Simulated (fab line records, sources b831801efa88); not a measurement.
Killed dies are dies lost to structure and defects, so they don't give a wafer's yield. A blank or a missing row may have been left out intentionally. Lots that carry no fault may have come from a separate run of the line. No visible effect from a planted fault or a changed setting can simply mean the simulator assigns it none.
Which tool is to blame?    flow sky130    14 lots, 42 wafers sampled, at 5 steps of a route of 708

## WHAT THE GAUGES READ, wafer by wafer
SKY_VT_ADJUST_NCORE_OVL_MEAS_08.
lot   measured      on          VT_ADJUST_NCORE_OVL (nm)
L373  day 8 20:35   overlay-02  -2.1 -3.2 -2.0
L374  day 9 04:27   overlay-01  -2.3 -0.9 -1.4
L375  day 9 06:10   overlay-01  -0.7 0.0 -1.0
L376  day 9 10:56   overlay-01  -0.7 -1.0 -2.2
L378  day 10 04:24  overlay-02  0.9 -2.1 1.0
L380  day 10 14:04  overlay-02  -2.1 1.2 -1.3
L383  day 11 11:38  overlay-02  0.5 -0.4 1.0
L384  day 11 18:56  overlay-02  -1.4 -2.4 -3.3
L385  day 12 01:45  overlay-02  -0.4 -1.4 -1.3
L388  day 12 22:56  overlay-02  -2.4 -1.1 -3.1
L392  day 14 02:44  overlay-02  1.5 2.2 -0.4
L394  day 14 19:06  overlay-02  1.3 3.2 0.2
L395  day 14 22:54  overlay-01  -0.4 0.3 1.1
L396  day 15 04:05  overlay-02  -1.5 -0.6 -0.6

SKY_SONOS_TUNNEL_CD_MEAS_07 targets a cd of 410 nm.
lot   measured      on         cd-nm (nm)
L373  day 11 16:26  cd-sem-01  411.5 413.7 413.1
L374  day 12 00:17  cd-sem-02  407.5 407.2 406.4
L375  day 12 02:27  cd-sem-01  409.0 407.6 407.1
L376  day 12 08:03  cd-sem-01  408.4 407.7 406.5
L378  day 13 04:41  cd-sem-02  415.3 413.4 412.3
L380  day 13 14:41  cd-sem-01  412.1 410.3 410.4
L383  day 14 16:39  cd-sem-01  410.1 408.8 409.5
L384  day 14 23:31  cd-sem-01  412.2 410.1 409.4
L385  day 15 08:26  cd-sem-01  405.0 404.4 406.7
L388  day 16 06:32  cd-sem-01  416.3 414.4 416.1
L392  day 17 15:10  cd-sem-02  426.4 427.8 429.5
L394  day 18 07:59  cd-sem-01  423.4 425.4 424.5
L395  day 18 12:14  cd-sem-01  410.3 409.4 409.5
L396  day 18 18:59  cd-sem-01  407.3 407.5 409.2

SKY_SONOS_ONO_THK_MEAS_05.
lot   measured      on             SONOS_ONO_CVD_04_THK (nm)
L373  day 11 21:41  film-metro-03  5.78 5.86 5.77
L374  day 12 07:56  film-metro-02  5.65 5.67 5.73
L375  day 12 09:10  film-metro-03  5.69 5.64 5.66
L376  day 12 12:29  film-metro-03  5.85 5.74 5.72
L378  day 13 09:41  film-metro-02  5.85 5.87 5.91
L380  day 14 00:14  film-metro-02  5.53 5.62 5.61
L383  day 14 22:26  film-metro-03  5.60 5.62 5.69
L384  day 15 06:35  film-metro-03  5.82 5.81 5.75
L385  day 15 14:14  film-metro-03  5.64 5.64 5.63
L388  day 16 12:40  film-metro-04  5.65 5.66 5.61
L392  day 17 21:19  film-metro-02  5.67 5.64 5.73
L394  day 18 18:41  film-metro-02  5.79 5.80 5.76
L395  day 18 21:37  film-metro-04  5.54 5.57 5.72
L396  day 19 01:43  film-metro-04  5.86 5.79 5.80

SKY_SONOS_ONO_CD_MEAS_13 targets a cd of 410 nm.
lot   measured      on         cd-nm (nm)
L373  day 12 22:29  cd-sem-01  411.2 411.5 412.1
L374  day 13 08:44  cd-sem-02  415.5 414.6 414.5
L375  day 13 10:28  cd-sem-01  410.0 411.5 410.2
L376  day 13 12:57  cd-sem-02  409.2 410.3 411.1
L378  day 14 11:07  cd-sem-02  410.0 410.1 410.2
L380  day 15 01:34  cd-sem-02  407.5 408.0 407.5
L383  day 16 01:43  cd-sem-01  410.4 412.7 411.5
L384  day 16 10:17  cd-sem-01  412.0 412.0 411.2
L385  day 16 17:59  cd-sem-02  410.4 407.1 409.1
L388  day 17 16:50  cd-sem-02  404.1 407.8 406.8
L392  day 19 03:19  cd-sem-01  408.6 408.0 410.7
L394  day 20 00:38  cd-sem-02  409.9 408.2 408.7
L395  day 20 03:47  cd-sem-02  412.1 413.9 413.3
L396  day 20 08:35  cd-sem-02  411.2 409.7 411.6

## WHAT TOOL EACH LOT RAN ON (gives the tool, then ch and the chambers of the sampled wafers, and finally the start)
lot   SKY_SONOS_TUNNEL_COAT_02
L373  litho-track-04 ch 0, day 11 04:26
L374  litho-track-01 ch 0, day 11 12:25
L375  litho-track-04 ch 0, day 11 14:24
L376  litho-track-02 ch 0, day 11 19:43
L378  litho-track-04 ch 0, day 12 16:02
L380  litho-track-04 ch 0, day 13 01:56
L383  litho-track-01 ch 0, day 14 03:07
L384  litho-track-01 ch 0, day 14 09:59
L385  litho-track-04 ch 0, day 14 18:31
L388  litho-track-04 ch 0, day 15 16:49
L392  litho-track-04 ch 0, day 17 00:24
L394  litho-track-04 ch 0, day 17 16:58
L395  litho-track-02 ch 0, day 17 21:11
L396  litho-track-01 ch 0, day 18 03:17
- SKY_SONOS_TUNNEL_COAT_02: resist thk 1140 nm.

## WHAT THE TOOLS THEMSELVES READ (means of the sampled wafers that have a number; where no wafer has one, the mark that the record gives instead)
SKY_SONOS_TUNNEL_COAT_02.
lot   tool            chill-plate-temp-C (C)
L373  litho-track-04  23.10
L374  litho-track-01  22.93
L375  litho-track-04  23.03
L376  litho-track-02  22.90
L378  litho-track-04  22.88
L380  litho-track-04  23.00
L383  litho-track-01  22.92
L384  litho-track-01  23.03
L385  litho-track-04  22.89
L388  litho-track-04  22.92
L392  litho-track-04  23.05
L394  litho-track-04  22.94
L395  litho-track-02  23.03
L396  litho-track-01  22.93

## THE ANSWER, worked out from the rows above alone
Rule: what is usual is taken from the lots themselves. Put in order of their means at a reading, lots are off if they are a third of the lots or fewer, leave a main group of 4 or more, and stand apart from it by a gap of 3 or more times the standard deviation of the main group's means; of several such gaps the widest counts. The tables above print the reading to a certain number of digits; a main group whose means all agree to those digits is not used. Also off: a lot with no number at a reading for which 4 or more lots have one. All remaining lots with rows at the step are treated as sound. After the gauges, taken in route order, come the tools' own readings; for these a lot's mean is taken, as printed above. The first step at which some lot is off is used, and at that step the reading that is off furthest; a lot without a number counts as furthest.
Off: L392, L394, at SKY_SONOS_TUNNEL_CD_MEAS_07 (cd-nm). Main group: mean 409.9 nm, sd 2.9.
If a tool, at a process step before that reading, ran all the lots that are off and no sound lot after the first of them, it fits. Gauges at SKY_SONOS_TUNNEL_CD_MEAS_07: tried the same way as those tools. One fits: SKY_SONOS_TUNNEL_COAT_02 on litho-track-04. A fault onset in the window from L388 (day 15 16:49, its last sound lot) to L392 (day 17 00:24, its first lot off) fits.

## WHAT WAS PUT IN BY THE SIMULATOR
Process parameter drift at SKY_SONOS_TUNNEL_COAT_02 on litho-track-04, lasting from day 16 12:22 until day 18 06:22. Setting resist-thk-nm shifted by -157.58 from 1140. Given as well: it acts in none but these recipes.
Struck lots among those shown: L392, L394. Same finding as the rule above.
